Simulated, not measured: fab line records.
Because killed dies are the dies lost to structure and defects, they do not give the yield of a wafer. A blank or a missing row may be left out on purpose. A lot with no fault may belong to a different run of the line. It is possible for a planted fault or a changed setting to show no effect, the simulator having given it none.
The tool behind it: which one?    flow sky130    Sampling: 14 lots, 42 wafers, 4 of 708 route steps

## WHAT THE GAUGES SHOWED, per wafer
The record lacks any reading of a measuring or inspecting step that a usual standard deviation could be used to judge.

## WHAT TOOL EACH LOT RAN ON (gives the tool, then ch and the chambers of the sampled wafers, and finally the start)
lot   SKY_SONOS_ONO_STRIP_17                SKY_LDD_N_STRIP_16                    SKY_LDD_HVP_DEVELOP_06             SKY_POLY_CUT_ETCH_10
L527  plasma asher-01 ch 1, day 12 03:13    plasma asher-03 ch 1, day 17 01:22    litho track-01 ch 0, day 20 18:28  rie diel-01 ch 0,2,3, day 23 12:47
L528  plasma asher-03 ch 0,1, day 13 02:51  plasma asher-04 ch 1, day 18 02:10    litho track-01 ch 0, day 21 21:09  rie diel-04 ch 1,2,3, day 24 12:01
L530  plasma asher-01 ch 0,1, day 13 12:25  plasma asher-04 ch 0,1, day 18 12:58  litho track-01, day 22 06:51       rie diel-04 ch 1,2,3, day 24 23:02
L531  plasma asher-01 ch 0,1, day 13 20:06  plasma asher-01 ch 0,1, day 20 03:58  litho track-02, day 23 22:01       rie diel-02 ch 0,1, day 26 11:29
L532  plasma asher-03 ch 0,1, day 14 22:36  plasma asher-04 ch 0, day 20 10:07    litho track-02 ch 0, day 24 04:11  rie diel-02 ch 1,2, day 26 17:08
L534  plasma asher-04 ch 0, day 15 03:29    plasma asher-01 ch 0,1, day 20 10:49  litho track-02 ch 0, day 24 05:46  rie diel-02 ch 1,2,3, day 26 19:17
L540  plasma asher-01 ch 0,1, day 17 01:21  plasma asher-01 ch 0,1, day 22 10:49  litho track-01 ch 0, day 26 03:24  rie diel-02 ch 0,2,3, day 28 15:08
L541  plasma asher-03 ch 0,1, day 17 07:30  plasma asher-03 ch 1, day 22 17:07    litho track-02 ch 0, day 26 09:02  rie diel-04 ch 0,1,2, day 28 20:29
L543  plasma asher-04 ch 0,1, day 18 20:07  plasma asher-01 ch 0,1, day 24 06:58  litho track-01 ch 0, day 27 22:13  rie diel-04 ch 0,1,3, day 30 08:55
L542  plasma asher-03 ch 0, day 18 20:34    plasma asher-01 ch 0,1, day 24 10:31  litho track-04 ch 0, day 28 00:32  rie diel-01 ch 2,3, day 30 12:59
L544  plasma asher-03 ch 0,1, day 18 20:52  plasma asher-01 ch 0,1, day 24 09:19  litho track-01 ch 0, day 27 22:49  rie diel-01 ch 2,3, day 30 10:28
L545  plasma asher-03 ch 0, day 18 22:02    plasma asher-04 ch 0,1, day 24 13:58  litho track-02 ch 0, day 28 04:17  rie diel-04 ch 0,1,3, day 30 15:08
L548  plasma asher-01 ch 0,1, day 20 13:15  plasma asher-03 ch 0,1, day 26 02:19  litho track-01 ch 0, day 29 16:46  rie diel-01 ch 0,2,3, day 32 02:17
L549  plasma asher-01 ch 0,1, day 20 20:58  plasma asher-03 ch 0,1, day 26 08:52  litho track-01 ch 0, day 29 21:31  rie diel-02 ch 0,1,2, day 32 08:50
- SKY_SONOS_ONO_STRIP_17: strips in O2/N2.
- SKY_LDD_N_STRIP_16: strips in O2/N2.
- SKY_LDD_HVP_DEVELOP_06: develop time 60 s.
- SKY_POLY_CUT_ETCH_10: etches BARC in N2/H2, stops on SiO2, time 45.9 s, target depth 60 nm.

## AS READ BY THE TOOLS THEMSELVES (means over the sampled wafers that have a number; for cases with no such wafer, the mark the record gives instead)
SKY_SONOS_ONO_STRIP_17. Usual: chamber pressure mTorr 1500.0 mTorr, standard deviation 1.4; drypump motor current A 5.4 A, standard deviation 0.41; oes product au 0.709 a.u., standard deviation 0.0044; strip time to endpoint s 14.09 s, standard deviation 0.036.
lot   tool             chamber pressure mTorr (mTorr)  drypump motor current A (A)  oes product au (a.u.)  strip time to endpoint s (s)  flag
L527  plasma asher-01  1499.8                          5.3                          0.710                  14.06                         
L528  plasma asher-03  1500.5                          5.6                          0.710                  14.10                         
L530  plasma asher-01  1501.1                          5.0                          0.712                  14.06                         
L531  plasma asher-01  1499.1                          5.1                          0.714                  14.15                         
L532  plasma asher-03  1499.7                          5.6                          0.712                  14.02                         
L534  plasma asher-04  1500.0                          6.1                          0.708                  14.10                         
L540  plasma asher-01  1500.0                          5.0                          0.709                  14.14                         
L541  plasma asher-03  1500.3                          5.6                          0.709                  14.12                         
L543  plasma asher-04  1499.8                          6.1                          0.703                  14.07                         
L542  plasma asher-03  1501.0                          5.5                          0.712                  14.14                         
L544  plasma asher-03  1500.6                          5.6                          0.706                  14.14                         
L545  plasma asher-03  1500.3                          5.5                          0.708                  14.06                         
L548  plasma asher-01  1499.6                          5.1                          0.712                  14.10                         
L549  plasma asher-01  1498.9                          5.0                          0.712                  14.11                         

SKY_LDD_N_STRIP_16. Usual: chamber pressure mTorr 1500.0 mTorr, standard deviation 1.3; drypump motor current A 5.6 A, standard deviation 0.41; oes product au 0.407 a.u., standard deviation 0.0052; strip time to endpoint s 4.317 s, standard deviation 0.013.
lot   tool             chamber pressure mTorr (mTorr)  drypump motor current A (A)  oes product au (a.u.)  strip time to endpoint s (s)  flag
L527  plasma asher-03  1500.5                          5.7                          0.403                  4.321                         
L528  plasma asher-04  1499.4                          6.0                          0.405                  4.317                         
L530  plasma asher-04  1498.7                          6.1                          0.405                  4.332                         
L531  plasma asher-01  1501.8                          5.0                          0.414                  4.320                         
L532  plasma asher-04  1500.5                          6.1                          0.407                  4.302                         
L534  plasma asher-01  1499.8                          5.0                          0.408                  4.312                         
L540  plasma asher-01  1501.9                          5.1                          0.408                  4.322                         
L541  plasma asher-03  1499.4                          5.7                          0.399                  4.309                         
L543  plasma asher-01  1500.4                          5.1                          0.409                  4.321                         
L542  plasma asher-01  1500.7                          5.0                          0.406                  4.316                         
L544  plasma asher-01  1499.6                          5.0                          0.407                  4.337                         
L545  plasma asher-04  1500.6                          6.0                          0.409                  4.330                         
L548  plasma asher-03  1500.0                          5.7                          0.401                  4.317                         
L549  plasma asher-03  1499.7                          5.6                          0.413                  4.316                         

SKY_LDD_HVP_DEVELOP_06. Usual: 22.97 C for chill plate temp C, sd 0.11.
lot   tool            chill plate temp C (C)  flag
L527  litho track-01  22.87                   
L528  litho track-01  22.95                   
L530  litho track-01  -                       OFF
L531  litho track-02  -                       OFF
L532  litho track-02  23.08                   
L534  litho track-02  23.11                   
L540  litho track-01  22.92                   
L541  litho track-02  23.05                   
L543  litho track-01  22.88                   
L542  litho track-04  22.95                   
L544  litho track-01  23.02                   
L545  litho track-02  22.97                   
L548  litho track-01  23.07                   
L549  litho track-01  23.11                   

SKY_POLY_CUT_ETCH_10. Usual: chamber pressure mTorr 29.993 mTorr, standard deviation 0.025; drypump motor current A 5.7 A, standard deviation 0.52; oes product au 0.855 a.u., standard deviation 0.0047; throttle valve pct 13.226 %, standard deviation 0.0098.
lot   tool         chamber pressure mTorr (mTorr)  drypump motor current A (A)  oes product au (a.u.)  throttle valve pct (%)  flag
L527  rie diel-01  29.988                          5.3                          0.853                  13.228                  
L528  rie diel-04  29.982                          5.4                          0.853                  13.230                  
L530  rie diel-04  29.959                          5.4                          0.854                  13.226                  
L531  rie diel-02  29.975                          6.1                          0.857                  13.237                  
L532  rie diel-02  30.023                          5.8                          0.855                  13.218                  
L534  rie diel-02  30.016                          5.9                          0.856                  13.223                  
L540  rie diel-02  30.006                          6.1                          0.852                  13.222                  
L541  rie diel-04  29.997                          5.4                          0.856                  13.221                  
L543  rie diel-04  30.001                          5.4                          0.856                  13.218                  
L542  rie diel-01  29.988                          5.3                          0.851                  13.230                  
L544  rie diel-01  29.993                          5.3                          0.860                  13.236                  
L545  rie diel-04  30.003                          5.4                          0.852                  13.220                  
L548  rie diel-01  29.995                          5.3                          0.861                  13.224                  
L549  rie diel-02  30.000                          6.1                          0.855                  13.230                  

## THE ANSWER, worked out from the rows above alone
Rule: a lot counts as off when the mean over its wafers that have a number is more than 3 standard deviations away from the usual mean. A lot without any number at a reading at which 4 lots or more have one is off too. Any other lot the step has rows for is counted as sound. The gauges are gone through in route order, then the tools' own readings, and for those a lot's mean is taken as printed above. At the first step where some lot is off, the reading lying furthest off is the one used; lots without a number count as furthest.
Off: L530, L531, at SKY_LDD_HVP_DEVELOP_06 (chill plate temp C). Without a number there: L530, L531.
If a tool, at that step or one of the process steps before it, ran each lot that is off and ran no sound lot following the first of them, it fits. Not one of the candidates tried fits.

## WHAT THE SIMULATOR PUT IN
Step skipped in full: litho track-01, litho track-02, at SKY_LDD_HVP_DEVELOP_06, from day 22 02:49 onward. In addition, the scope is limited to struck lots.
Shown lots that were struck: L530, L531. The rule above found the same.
